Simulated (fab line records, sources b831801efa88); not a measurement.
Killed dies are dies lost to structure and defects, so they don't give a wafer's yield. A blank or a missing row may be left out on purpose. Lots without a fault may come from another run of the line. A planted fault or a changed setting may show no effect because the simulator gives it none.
A struck lot beside a sound one | flow sky130 | 18 steps out of a route of 708
Sound: wafers L456.1, L456.3, L456.5. Struck: wafers L463.1, L463.4, L463.5. The cause comes at the end.
At each step with rows: each side's tool, then ch and its chambers, then its first start. Under that, the readings that differ: sound wafers | struck wafers | difference of the means | sigmas: that difference in standard deviations of wafers without a fault.
alike: readings whose means differ by less than 2 such deviations, and words and numbers that are the same on both sides. not compared: withheld readings, readings that some wafer has no value for, bounds like >300 that may hide the same value, and numbers for which the record gives no deviation and whose values overlap.
The two part at a step that has a row with sigmas, a row that says differs or no value, or rows on one side only. Numbers that don't overlap but have no deviation are shown without sigmas and don't part them. A reading that every wafer of one side lacks parts them only if that side has two wafers or more.

first, 3 steps without rows for these wafers: SKY_LDD_P_EXPOSE_04 (exposes mask PSDM, target cd 380 nm); SKY_LDD_P_PEB_05; SKY_LDD_P_DEVELOP_06 (develop time 60 s).
SKY_LDD_P_CD_MEAS_07: target cd 380 nm.
  sound on cd_sem-01, day 19 19:14; struck on cd_sem-02, day 21 22:39
  reading    | sound             | struck            | difference | sigmas
  cd_nm (nm) | 375.1 377.8 377.2 | 381.9 381.9 380.8 | +4.8       | +2
SKY_LDD_P_OVL_MEAS_08:
  sound on overlay-02, day 19 19:21; struck on overlay-02, day 21 22:46
  alike: LDD_P_OVL
then, 1 step without rows for these wafers: SKY_LDD_P_IMPLANT_09.
SKY_LDD_P_STRIP_10: strips in O2/N2.
  sound on plasma_asher-01 ch 0,1, day 19 19:32; struck on plasma_asher-01 ch 1, day 21 22:57
  alike: drypump_motor_current_A, n2_flow_sccm, oes_product_au, strip_time_to_endpoint_s
  not compared: rf_hours_counter_h
SKY_LDD_P_TW_MEAS_11:
  sound on film_metro-02, day 19 19:38; struck on film_metro-02, day 21 23:03
  alike: LDD_P_TW
then, 4 steps without rows for these wafers: SKY_LDD_HVN_DEHYDRATE_00 (time 60 s); SKY_LDD_HVN_HMDS_01 (prime time 60 s); SKY_LDD_HVN_COAT_02 (resist thk 300 nm); SKY_LDD_HVN_SOFTBAKE_03 (time 60 s).
SKY_LDD_HVN_EXPOSE_04: exposes mask HVNTM, target cd 700 nm.
  sound on iline_stepper-01 ch 0, day 20 10:52; struck on iline_stepper-01 ch 0, day 22 13:46
  reading                         | sound                | struck            | difference | sigmas
  model.LDD_HVN.overlay_x_nm (nm) | 0.5532 0.5532 0.5532 | 58.02 58.02 58.02 | +57.47     |
  alike: mask, stage_vel_mm_s
then, 2 steps without rows for these wafers: SKY_LDD_HVN_PEB_05; SKY_LDD_HVN_DEVELOP_06 (develop time 60 s).
SKY_LDD_HVN_OVL_MEAS_07:
  sound on overlay-01, day 21 01:54; struck on overlay-01, day 23 05:09
  reading          | sound       | struck         | difference | sigmas
  LDD_HVN_OVL (nm) | 3.8 1.0 1.1 | 58.7 59.7 58.7 | +57.1      | +36
then, 1 step without rows for these wafers: SKY_LDD_HVN_IMPLANT_08.
SKY_PAD_OPEN_PROBE_99:
  the record has rows for the sound wafers here (prober-01, day 46 04:09) and none for the struck ones

WHERE THEY PART
First at SKY_LDD_P_CD_MEAS_07; last, within this record, at SKY_PAD_OPEN_PROBE_99.

WHY: what the simulator had put in
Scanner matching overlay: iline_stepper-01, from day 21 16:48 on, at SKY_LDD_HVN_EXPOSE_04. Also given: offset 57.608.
